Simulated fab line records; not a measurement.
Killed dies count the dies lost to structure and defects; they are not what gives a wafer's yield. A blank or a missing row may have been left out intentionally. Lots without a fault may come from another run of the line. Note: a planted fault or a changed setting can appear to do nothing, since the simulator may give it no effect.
Which tool was responsible? ; flow sky130 ; 10 lots, 30 wafers sampled, at 1 step of a route of 708

== WHAT THE GAUGES SHOWED, per wafer ==
SKY_VIA2_RS_MEAS_22: uses a four-point probe to measure.
lot;measured;on;VIA2_W_RS (ohm/sq)
L469;day 37 04:14;film_metro-02;0.264 0.263 0.271
L472;day 38 01:01;film_metro-01;0.278 0.281 0.273
L473;day 38 14:34;film_metro-04;0.268 0.265 0.274
L475;day 39 11:19;film_metro-04;0.274 0.263 0.274
L476;day 39 18:28;film_metro-02;0.267 0.266 0.274
L478;day 39 22:55;film_metro-02;0.266 0.275 0.270
L483;day 41 14:41;film_metro-04;0.282 0.281 0.276
L484;day 41 19:12;film_metro-02;0.266 0.279 0.277
L485;day 42 04:02;film_metro-04;0.266 0.265 0.276
L489;day 43 03:44;film_metro-04;0.267 0.265 0.274

== WHICH TOOL RAN EACH LOT (tool, then ch and the chambers of the sampled wafers, then the start) ==
There is no process step in the record ahead of these readings.

== THE ANSWER, worked out from the rows above alone ==
Rule: the lots themselves supply what counts as usual. The widest of any qualifying gaps counts: lots, ordered by their means at a reading, are off when they make up no more than a third of the lots, leave a main group of 4 or more, and stand apart from it by 3 or more times the standard deviation of that group's means. If all means in a main group match to the digits the tables above print for the reading, that group is not used. A lot without any number at a reading at which 4 lots or more have one is off too. Any other lot the step has rows for is counted as sound.
Nothing can be told from this: no lot is off at any reading shown.

== WHAT THE SIMULATOR PUT IN ==
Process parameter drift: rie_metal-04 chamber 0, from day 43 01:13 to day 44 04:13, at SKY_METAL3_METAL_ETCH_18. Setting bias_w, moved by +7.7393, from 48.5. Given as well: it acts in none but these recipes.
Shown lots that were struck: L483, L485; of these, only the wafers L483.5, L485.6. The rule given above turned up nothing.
